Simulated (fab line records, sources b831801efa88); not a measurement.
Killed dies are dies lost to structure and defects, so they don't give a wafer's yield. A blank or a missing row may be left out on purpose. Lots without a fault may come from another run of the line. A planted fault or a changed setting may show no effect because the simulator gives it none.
fab line records | flow gf180mcu
record lots=24 wafers=72 last_day=35
route steps=602 shown CONTACT@290 V1@358 V2@399 V4@479 TOP_METAL@568
lots that met no fault: from a run of the same line without faults
start_h: hours from the record's first day to the start of the lot's first wafer shown | wait_h: hours since the lot's step before | " the same as in the row above | L1.1+2: a row that stands for several wafers | - no value, or no start given | * or withheld: withheld | < > ~ a bound
route shown NAME@n: a module of which the file shows steps, and the number in the route of the first | usual: mean/standard deviation of fault-free wafers | same: alike in all rows | chamber/n: place in a boat | sites: the reading at each site | _std_site: their standard deviation | _edge_site: outer sites' mean less inner sites' | radius_mm: how far each site lies from the wafer's centre | mask NAME#n: copy n | behind: the tool/chamber that last shaped the wafer | hold: why the lot was held/for how many hours/how that ended | device: the transistor (n, p or np) that didn't switch | end of line: the same wafers' tests at the end of the route | a step without rows: its recipe alone | killed: dies lost to structure and defects at the first sort, not the wafer's yield | map: a wafer's dies, x killed, . not, _ none there
set.NAME: the setting as run; set.NAME@STEP: as run at that earlier step | model.NAME: the simulator's own value behind a step, which no gauge read
steps of the route over a sample of lots; a table a step, a row a wafer
services: from which hour (start_h, from the record's first day; less than 0 if before it) a tool's chamber was out of use, for how many hours, and why
## steps
# step GF_CONTACT_THK_MEAS_03
# recipe reads=SiO2_of_CONTACT_CVD_02
# usual CONTACT_CVD_02_THK=857/12
# columns lot.wafer tool chamber start_h wait_h CONTACT_CVD_02_THK[nm]
L074.2 film_metro-01 - 360.92 0.0 849
L074.3 " - " " 856
L074.4 " - " " 862
L075.4 film_metro-04 - 368.75 0.1 855
L075.5 " - " " 860
L075.6 " - " " 846
L076.1 film_metro-04 - 373.57 0.0 855
L076.2 " - " " 849
L076.3 " - " " 849
L077.1 film_metro-01 - 389.59 0.0 850
L077.2 " - " " 856
L077.4 " - " " 866
L078.2 film_metro-01 - 401.19 0.0 843
L078.4 " - " " 843
L078.6 " - " " 841
L079.1 film_metro-04 - 408.82 0.0 847
L079.3 " - " " 852
L079.4 " - " " 878
L080.1 film_metro-01 - 408.92 0.0 867
L080.2 " - " " 859
L080.5 " - " " 874
L081.1 film_metro-01 - 424.46 0.0 854
L081.5 " - " " 872
L081.6 " - " " 864
L082.2 film_metro-01 - 424.86 0.0 841
L082.5 " - " " 859
L082.6 " - " " 861
L083.2 film_metro-04 - 439.82 0.0 857
L083.4 " - " " 866
L083.5 " - " " 866
L084.2 film_metro-03 - 447.76 0.0 852
L084.4 " - " " 861
L084.5 " - " " 877
L085.2 film_metro-04 - 457.97 0.0 850
L085.3 " - " " 833
L085.6 " - " " 846
L086.2 film_metro-04 - 459.57 0.0 834
L086.4 " - " " 851
L086.6 " - " " 866
L087.1 film_metro-01 - 470.36 0.0 846
L087.3 " - " " 842
L087.4 " - " " 868
L088.1 film_metro-04 - 476.57 0.0 843
L088.3 " - " " 842
L088.4 " - " " 859
L089.1 film_metro-01 - 488.66 0.0 860
L089.2 " - " " 854
L089.5 " - " " 851
L090.4 film_metro-01 - 493.73 0.0 857
L090.5 " - " " 870
L090.6 " - " " 858
L091.1 film_metro-04 - 504.26 0.1 851
L091.3 " - " " 859
L091.6 " - " " 853
L092.3 film_metro-03 - 508.98 0.1 867
L092.4 " - " " 869
L092.6 " - " " 887
L093.1 film_metro-01 - 515.46 0.0 857
L093.3 " - " " 846
L093.4 " - " " 864
L094.1 film_metro-01 - 524.51 0.0 834
L094.2 " - " " 858
L094.3 " - " " 855
L095.1 film_metro-01 - 532.43 0.0 853
L095.3 " - " " 854
L095.6 " - " " 889
L096.2 film_metro-04 - 540.12 0.0 846
L096.4 " - " " 856
L096.5 " - " " 866
L097.3 film_metro-01 - 550.14 0.1 849
L097.5 " - " " 865
L097.6 " - " " 862
# step GF_V1_CVD_23
# recipe material=W target_thk_nm=350 time_s=105.05 temp_c=400 pressure_torr=40
# usual chamber_pressure_Torr=39.99/0.1 heater_power_w=878/23
# columns lot.wafer tool chamber start_h wait_h chamber_pressure_Torr heater_power_w
L074.2 cvd_w-01 0 437.39 0.0 40.10 836
L074.3 " 1 " " 40.01 904
L074.4 " 0 " " 40.03 861
L075.4 cvd_w-01 1 446.91 0.1 39.97 881
L075.5 " 1 " " 40.03 883
L075.6 " 0 " " 40.02 859
L076.1 cvd_w-01 1 450.74 0.0 39.94 894
L076.2 " 0 " " 39.93 845
L076.3 " 1 " " 39.92 900
L077.1 cvd_w-02 0 466.59 0.0 39.95 899
L077.2 " 1 " " 40.06 855
L077.4 " 1 " " 40.04 859
L078.2 cvd_w-02 0 479.49 0.0 39.92 886
L078.4 " 0 " " 40.05 891
L078.6 " 1 " " 40.07 853
L079.1 cvd_w-02 1 487.04 0.0 40.01 903
L079.3 " 0 " " 39.99 888
L079.4 " 1 " " 39.81 855
L080.1 cvd_w-01 0 487.48 0.0 39.94 853
L080.2 " 1 " " 40.15 917
L080.5 " 1 " " 39.95 903
L081.1 cvd_w-01 1 503.83 0.0 39.75 914
L081.5 " 0 " " 39.95 840
L081.6 " 1 " " 39.96 889
L082.2 cvd_w-02 1 504.18 0.0 39.88 872
L082.5 " 1 " " 39.81 872
L082.6 " 0 " " 39.97 899
L083.2 cvd_w-02 0 517.79 0.0 39.98 870
L083.4 " 1 " " 39.89 897
L083.5 " 1 " " 40.08 884
L084.2 cvd_w-01 1 524.60 0.0 39.91 926
L084.4 " 0 " " 39.97 841
L084.5 " 0 " " 40.10 856
L085.2 cvd_w-01 1 534.63 0.0 40.08 901
L085.3 " 1 " " 40.04 897
L085.6 " 0 " " 39.92 836
L086.2 cvd_w-02 1 537.18 0.0 40.00 895
L086.4 " 0 " " 40.03 885
L086.6 " 1 " " 39.83 863
L087.1 cvd_w-02 0 545.39 0.0 40.00 876
L087.3 " 1 " " 40.14 868
L087.4 " 0 " " 40.17 882
L088.1 cvd_w-02 1 552.14 0.0 40.05 900
L088.3 " 1 " " 40.09 862
L088.4 " 0 " " 39.90 886
L089.1 cvd_w-01 1 563.46 0.0 40.09 902
L089.2 " 0 " " 40.03 835
L089.5 " 0 " " 40.21 822
L090.4 cvd_w-01 0 567.93 0.1 39.98 859
L090.5 " 1 " " 39.82 864
L090.6 " 0 " " 40.08 842
L091.1 cvd_w-02 1 575.83 0.0 39.82 882
L091.3 " 1 " " 39.85 902
L091.6 " 1 " " 39.84 890
L092.3 cvd_w-01 0 580.33 0.1 39.96 876
L092.4 " 1 " " 40.18 896
L092.6 " 1 " " 39.83 895
L093.1 cvd_w-02 0 584.12 0.0 39.98 869
L093.3 " 0 " " 40.01 901
L093.4 " 1 " " 39.99 870
L094.1 cvd_w-02 0 593.31 0.0 40.17 876
L094.2 " 1 " " 40.10 864
L094.3 " 0 " " 40.10 918
L095.1 cvd_w-01 0 600.18 0.0 40.10 849
L095.3 " 1 " " 39.94 913
L095.6 " 1 " " 39.93 893
L096.2 cvd_w-02 1 607.63 0.0 40.12 885
L096.4 " 0 " " 40.04 892
L096.5 " 0 " " 39.92 873
L097.3 cvd_w-01 0 617.67 0.1 39.95 849
L097.5 " 0 " " 39.99 846
L097.6 " 1 " " 40.01 914
# step GF_V2_ETCH_17
# recipe chemistry=C4F8/O2/Ar mask_material=KrF target=SiO2 stop_on=TiN source_w=1500 bias_w=1200 pressure_mtorr=40 c4f8_flow_sccm=withheld O2_flow_sccm=6 Ar_flow_sccm=300 time_s=withheld target_depth_a=6300
# usual oes_product_au=0.855/0.0047
# columns lot.wafer tool chamber start_h wait_h oes_product_au
L074.2 rie_diel-02 0 - - 0.852
L074.3 " 1 " " 0.856
L074.4 " 2 " " 0.862
L075.4 rie_diel-02 0 - - 0.852
L075.5 " 1 " " 0.859
L075.6 " 0 " " 0.844
L076.1 rie_diel-02 3 - - 0.848
L076.2 " 2 " " 0.861
L076.3 " 0 " " 0.854
L077.1 rie_diel-02 3 - - 0.852
L077.2 " 2 " " 0.865
L077.4 " 0 " " 0.858
L078.2 rie_diel-02 1 - - 0.855
L078.4 " 2 " " 0.857
L078.6 " 3 " " 0.857
L079.1 rie_diel-02 1 - - 0.855
L079.3 " 3 " " 0.852
L079.4 " 0 " " 0.853
L080.1 rie_diel-02 3 - - 0.855
L080.2 " 0 " " 0.857
L080.5 " 1 " " 0.851
L081.1 rie_diel-04 0 - - 0.855
L081.5 " 3 " " 0.858
L081.6 " 0 " " 0.851
L082.2 rie_diel-03 1 - - 0.854
L082.5 " 0 " " 0.850
L082.6 " 3 " " 0.862
L083.2 rie_diel-02 1 - - 0.854
L083.4 " 2 " " 0.859
L083.5 " 3 " " 0.858
L084.2 rie_diel-02 0 - - 0.857
L084.4 " 2 " " 0.852
L084.5 " 0 " " 0.850
L085.2 rie_diel-02 0 - - 0.849
L085.3 " 2 " " 0.856
L085.6 " 1 " " 0.850
L086.2 rie_diel-02 0 - - 0.858
L086.4 " 1 " " 0.857
L086.6 " 3 " " 0.849
L087.1 rie_diel-03 0 - - 0.862
L087.3 " 1 " " 0.859
L087.4 " 3 " " 0.847
L088.1 rie_diel-03 1 - - 0.851
L088.3 " 3 " " 0.858
L088.4 " 0 " " 0.856
L089.1 rie_diel-04 2 - - 0.858
L089.2 " 1 " " 0.860
L089.5 " 0 " " 0.858
L090.4 rie_diel-03 2 - - 0.859
L090.5 " 0 " " 0.860
L090.6 " 1 " " 0.863
L091.1 rie_diel-02 2 - - 0.842
L091.3 " 3 " " 0.849
L091.6 " 3 " " 0.856
L092.3 rie_diel-03 3 - - 0.844
L092.4 " 3 " " 0.860
L092.6 " 0 " " 0.853
L093.1 rie_diel-04 1 - - 0.854
L093.3 " 3 " " 0.855
L093.4 " 0 " " 0.851
L094.1 rie_diel-02 0 - - 0.850
L094.2 " 2 " " 0.852
L094.3 " 3 " " 0.861
L095.1 rie_diel-03 3 - - 0.851
L095.3 " 0 " " 0.865
L095.6 " 0 " " 0.852
L096.2 rie_diel-03 3 - - 0.853
L096.4 " 1 " " 0.854
L096.5 " 1 " " 0.854
L097.3 rie_diel-02 0 - - 0.853
L097.5 " 0 " " 0.852
L097.6 " 1 " " 0.855
# step GF_V4_THK_MEAS_03
# recipe reads=SiO2_of_V4_CVD_02
# usual V4_CVD_02_THK=851/11
# columns lot.wafer tool chamber start_h wait_h V4_CVD_02_THK[nm]
L074.2 film_metro-04 - 565.14 0.1 850
L074.3 " - " " 844
L074.4 " - " " 857
L075.4 film_metro-04 - 573.30 0.0 863
L075.5 " - " " 865
L075.6 " - " " 864
L076.1 film_metro-03 - 574.80 0.1 821
L076.2 " - " " 836
L076.3 " - " " 829
L077.1 film_metro-01 - 589.38 0.0 830
L077.2 " - " " 836
L077.4 " - " " 848
L078.2 film_metro-04 - 599.74 0.0 835
L078.4 " - " " 853
L078.6 " - " " 853
L079.1 film_metro-03 - 605.26 0.0 826
L079.3 " - " " 846
L079.4 " - " " 852
L080.1 film_metro-03 - 605.67 0.0 851
L080.2 " - " " 831
L080.5 " - " " 849
L081.1 film_metro-01 - 622.10 0.0 849
L081.5 " - " " 858
L081.6 " - " " 859
L082.2 film_metro-03 - 622.33 0.0 848
L082.5 " - " " 859
L082.6 " - " " 869
L083.2 film_metro-03 - 633.73 0.0 843
L083.4 " - " " 847
L083.5 " - " " 848
L084.2 film_metro-04 - 639.22 0.0 852
L084.4 " - " " 863
L084.5 " - " " 836
L085.2 film_metro-03 - 649.23 0.0 847
L085.3 " - " " 850
L085.6 " - " " 858
L086.2 film_metro-01 - 649.69 0.0 854
L086.4 " - " " 856
L086.6 " - " " 865
L087.1 film_metro-04 - 658.02 0.0 852
L087.3 " - " " 863
L087.4 " - " " 876
L088.1 film_metro-01 - 662.36 0.0 846
L088.3 " - " " 843
L088.4 " - " " 853
L089.1 film_metro-03 - 672.14 0.0 843
L089.2 " - " " 850
L089.5 " - " " 845
L090.4 film_metro-01 - 678.35 0.0 882
L090.5 " - " " 870
L090.6 " - " " 869
L091.1 film_metro-01 - 686.04 0.0 853
L091.3 " - " " 840
L091.6 " - " " 867
L092.3 film_metro-03 - 690.18 0.1 848
L092.4 " - " " 863
L092.6 " - " " 863
L093.1 film_metro-04 - 692.82 0.0 836
L093.3 " - " " 850
L093.4 " - " " 858
L094.1 film_metro-01 - 701.33 0.0 843
L094.2 " - " " 851
L094.3 " - " " 854
L095.1 film_metro-04 - 708.99 0.0 844
L095.3 " - " " 853
L095.6 " - " " 873
L096.2 film_metro-03 - 714.12 0.0 848
L096.4 " - " " 862
L096.5 " - " " 872
L097.3 film_metro-01 - 723.44 0.1 851
L097.5 " - " " 863
L097.6 " - " " 851
# step GF_V4_CMP_26
# recipe stop_on=SiO2 down_force_psi=3.5 platen_rpm=60 t_overpolish_s=15 target_thk_nm=0 pad_velocity_m_s=0.94248
# usual head_pressure_psi=3.499/0.0075 motor_current_A=11.5/0.61 overpolish_run_s=14.999/0.0085 slurry_flow_ml_min=150.0/0.47 time_to_endpoint_s=84/3.6
# columns lot.wafer tool chamber start_h wait_h head_pressure_psi motor_current_A overpolish_run_s slurry_flow_ml_min time_to_endpoint_s
L074.3 cmp-01 2 585.83 0.0 3.512 11.0 15.006 149.9 86
L074.4 " 0 " " 3.501 11.8 15.004 150.4 75
L074.2 " 1 " " 3.511 11.0 15.008 150.9 84
L075.4 cmp-02 0 595.81 0.1 3.495 12.7 14.993 150.1 90
L075.6 " 2 " " 3.503 12.2 15.004 149.6 84
L075.5 " 3 " " 3.510 11.0 14.999 148.8 88
L076.1 cmp-02 3 596.83 0.1 3.496 11.9 15.006 149.6 91
L076.2 " 0 " " 3.507 12.1 14.993 149.2 88
L076.3 " 1 " " 3.510 10.7 15.014 149.0 83
L077.1 cmp-02 0 612.56 0.1 3.494 11.7 15.000 150.0 88
L077.4 " 1 " " 3.499 10.3 14.988 149.9 80
L077.2 " 2 " " 3.495 12.7 15.003 149.6 79
L078.4 cmp-01 2 622.93 0.0 3.505 11.0 15.011 150.0 84
L078.2 " 0 " " 3.501 11.8 14.990 149.7 74
L078.6 " 3 " " 3.502 11.8 15.002 149.2 80
L079.3 cmp-02 3 628.23 0.1 3.506 11.8 14.993 150.2 87
L079.4 " 0 " " 3.492 12.5 14.994 150.0 92
L079.1 " 1 " " 3.506 10.7 15.002 150.0 83
L080.2 cmp-01 3 628.28 0.1 3.508 11.1 14.990 150.2 87
L080.1 " 1 " " 3.495 11.8 14.999 149.9 81
L080.5 " 2 " " 3.513 11.2 14.998 150.6 85
L081.1 cmp-01 1 644.06 0.1 3.476 11.5 14.996 150.1 85
L081.5 " 3 " " 3.484 11.5 14.995 150.3 85
L081.6 " 0 " " 3.506 11.5 15.001 150.0 82
L082.2 cmp-01 3 644.56 0.1 3.493 11.4 14.992 149.5 83
L082.6 " 1 " " 3.496 11.0 15.005 150.0 84
L082.5 " 2 " " 3.498 11.1 15.006 150.3 86
L083.4 cmp-01 1 655.41 0.0 3.505 11.1 14.994 149.9 83
L083.2 " 0 " " 3.489 11.5 15.016 149.9 81
L083.5 " 2 " " 3.492 11.4 14.999 150.2 90
L084.2 cmp-02 0 660.48 0.1 3.497 11.5 15.012 150.0 89
L084.4 " 2 " " 3.497 12.0 15.000 150.3 87
L084.5 " 0 " " 3.493 12.2 15.006 149.7 86
L085.3 cmp-02 3 671.17 0.1 3.499 12.0 14.993 149.4 89
L085.2 " 0 " " 3.524 11.2 14.991 150.2 89
L085.6 " 2 " " 3.505 12.4 15.014 150.5 84
L086.4 cmp-01 2 671.49 0.0 3.498 11.2 14.996 150.3 86
L086.2 " 3 " " 3.494 12.0 15.017 149.7 88
L086.6 " 3 " " 3.512 11.4 15.002 150.0 86
L087.3 cmp-01 3 679.93 0.2 3.492 11.5 14.988 150.9 80
L087.1 " 0 " " 3.498 11.8 15.001 150.0 76
L087.4 " 2 " " 3.493 11.3 14.986 149.8 84
L088.1 cmp-01 3 683.67 0.4 3.509 11.2 15.002 148.9 80
L088.3 " 0 " " 3.494 11.3 15.016 150.2 78
L088.4 " 1 " " 3.501 11.2 14.995 150.9 81
L089.1 cmp-01 1 692.75 0.1 3.507 11.3 15.002 149.4 82
L089.2 " 3 " " 3.509 11.1 14.998 150.0 85
L089.5 " 1 " " 3.503 11.5 15.008 150.4 82
L090.4 cmp-01 3 699.71 0.1 3.504 11.2 14.995 150.1 85
L090.5 " 1 " " 3.498 11.3 15.001 149.7 81
L090.6 " 2 " " 3.497 11.5 15.026 150.6 84
L091.3 cmp-02 0 707.94 0.1 3.500 12.1 14.995 149.5 84
L091.1 " 1 " " 3.500 10.8 14.986 149.7 80
L091.6 " 3 " " 3.497 11.9 15.005 150.4 89
L092.4 cmp-01 0 711.58 0.0 3.502 12.3 14.998 150.0 80
L092.3 " 2 " " 3.496 10.8 15.012 150.2 85
L092.6 " 0 " " 3.507 12.0 14.997 149.9 80
L093.1 cmp-02 2 713.75 0.1 3.507 12.9 14.997 149.3 85
L093.3 " 0 " " 3.488 11.8 14.997 150.1 90
L093.4 " 1 " " 3.501 10.5 14.985 149.3 84
L094.2 cmp-02 2 721.41 0.0 3.495 12.7 15.005 150.7 81
L094.3 " 0 " " 3.499 11.8 15.013 150.5 82
L094.1 " 1 " " 3.484 11.1 14.995 150.9 78
L095.1 cmp-02 3 729.35 0.1 3.502 12.0 15.002 150.9 90
L095.3 " 1 " " 3.494 10.8 14.990 150.1 82
L095.6 " 2 " " 3.484 12.3 15.005 149.7 83
L096.2 cmp-01 1 734.47 0.1 3.494 11.4 15.003 149.6 87
L096.4 " 3 " " 3.505 11.4 15.000 150.4 84
L096.5 " 0 " " 3.500 12.3 15.000 150.4 81
L097.3 cmp-01 0 743.57 0.2 3.509 11.7 14.991 149.9 78
L097.5 " 1 " " 3.501 12.1 15.006 150.8 83
L097.6 " 2 " " 3.492 11.0 15.000 150.7 84
# step GF_TOP_METAL_SPUTTER_01
# recipe material=TiN target_thk_nm=30 power_w=6500 time_s=25 chamber_pressure_pa=0.4
# usual cathode_dc_power_W=6500.0/1.3 throttle_valve_pct=29.8/0.85
# columns lot.wafer tool chamber start_h wait_h cathode_dc_power_W throttle_valve_pct
L074.2 pvd_sputter-01 - 652.61 0.1 6498.5 31.1
L074.3 " - " " 6500.6 30.5
L074.4 " - " " 6498.9 30.3
L075.4 pvd_sputter-01 - 661.90 0.1 6498.6 30.2
L075.5 " - " " 6500.6 31.1
L075.6 " - " " 6499.9 30.4
L076.1 pvd_sputter-02 - 662.25 0.1 6501.2 29.8
L076.2 " - " " 6499.9 30.0
L076.3 " - " " 6501.5 30.0
L077.1 pvd_sputter-01 - 676.85 0.1 6498.4 31.0
L077.2 " - " " 6500.9 30.2
L077.4 " - " " 6500.8 29.1
L078.2 pvd_sputter-02 - 687.94 0.1 6499.1 30.2
L078.4 " - " " 6501.2 29.9
L078.6 " - " " 6499.6 30.0
L079.1 pvd_sputter-01 - 692.15 0.1 6499.5 30.3
L079.3 " - " " 6501.6 29.1
L079.4 " - " " 6500.6 31.1
L080.1 pvd_sputter-02 - 692.75 0.1 6499.7 29.5
L080.2 " - " " 6501.6 30.3
L080.5 " - " " 6498.6 29.9
L081.1 pvd_sputter-02 - 707.32 0.1 6498.1 30.2
L081.5 " - " " 6499.3 30.2
L081.6 " - " " 6502.4 30.1
L082.2 pvd_sputter-02 - 708.09 0.1 6500.6 30.5
L082.5 " - " " 6499.9 30.0
L082.6 " - " " 6499.2 30.0
L083.2 pvd_sputter-04 - 716.47 0.1 6499.4 27.4
L083.4 " - " " 6497.7 30.1
L083.5 " - " " 6500.1 27.7
L084.2 pvd_sputter-01 - 722.19 0.1 6497.9 31.0
L084.4 " - " " 6501.1 29.1
L084.5 " - " " 6498.9 28.9
L085.2 pvd_sputter-01 - 732.30 0.1 6499.4 30.5
L085.3 " - " " 6500.8 28.9
L085.6 " - " " 6497.7 30.3
L086.2 pvd_sputter-04 - 732.65 0.1 6498.0 30.1
L086.4 " - " " 6500.2 29.4
L086.6 " - " " 6501.6 30.0
L087.1 pvd_sputter-02 - 741.84 0.1 6499.4 29.9
L087.3 " - " " 6500.4 30.3
L087.4 " - " " 6501.7 30.0
L088.1 pvd_sputter-04 - 742.84 0.1 6500.6 27.6
L088.3 " - " " 6499.9 29.6
L088.4 " - " " 6500.2 30.3
L089.1 pvd_sputter-01 - 751.50 0.1 6498.4 30.5
L089.2 " - " " 6502.3 30.9
L089.5 " - " " 6501.2 30.4
L090.4 pvd_sputter-02 - 758.92 0.0 6503.2 29.9
L090.5 " - " " 6500.5 30.4
L090.6 " - " " 6499.3 29.8
L091.1 pvd_sputter-04 - 765.89 0.1 6499.5 30.0
L091.3 " - " " 6498.3 29.7
L091.6 " - " " 6498.9 27.8
L092.3 pvd_sputter-04 - 768.08 0.1 6501.2 30.2
L092.4 " - " " 6500.3 29.9
L092.6 " - " " 6499.1 30.2
L093.1 pvd_sputter-04 - 771.33 0.1 6501.0 29.4
L093.3 " - " " 6498.6 27.6
L093.4 " - " " 6498.1 30.0
L094.1 pvd_sputter-04 - 776.46 0.1 6502.6 30.3
L094.2 " - " " 6497.8 27.8
L094.3 " - " " 6500.3 30.0
L095.1 pvd_sputter-02 - 785.04 0.1 6499.8 30.3
L095.3 " - " " 6499.9 30.0
L095.6 " - " " 6501.4 30.0
L096.2 pvd_sputter-04 - 788.81 0.1 6501.1 27.8
L096.4 " - " " 6500.1 29.9
L096.5 " - " " 6499.5 27.6
L097.3 pvd_sputter-02 - 797.04 0.1 6501.6 29.6
L097.5 " - " " 6498.8 30.1
L097.6 " - " " 6500.7 30.2
## services
# columns tool chamber start_h hours kind
cmp-01 - 417.19 0.5 repair
cvd_w-02 1 421.84 15.1 repair
rie_diel-02 1 422.15 11.2 repair
cmp-01 - 432.03 1.8 repair
cmp-02 - 444.17 1.0 repair
cmp-02 - 448.71 0.8 repair
cmp-01 - 461.29 2.0 repair
cmp-02 - 464.00 8.0 pm
cmp-02 - 479.21 4.0 repair
cmp-02 - 490.70 4.7 pm
cmp-01 - 498.12 2.3 repair
cmp-02 - 498.26 0.8 repair
rie_diel-02 3 499.90 2.4 repair
rie_diel-02 3 519.65 2.0 repair
cmp-02 - 525.81 0.3 repair
cmp-02 - 572.23 4.0 pm
rie_diel-02 0 627.60 7.5 repair
cvd_w-01 - 660.90 0.5 repair
cvd_w-01 - 687.62 14.6 pm
cmp-01 - 736.33 4.5 pm
cmp-01 - 744.28 4.0 pm
rie_diel-02 3 750.46 20.6 repair
rie_diel-02 0 762.41 7.5 repair
rie_diel-02 1 773.79 8.5 repair
## key
fault none
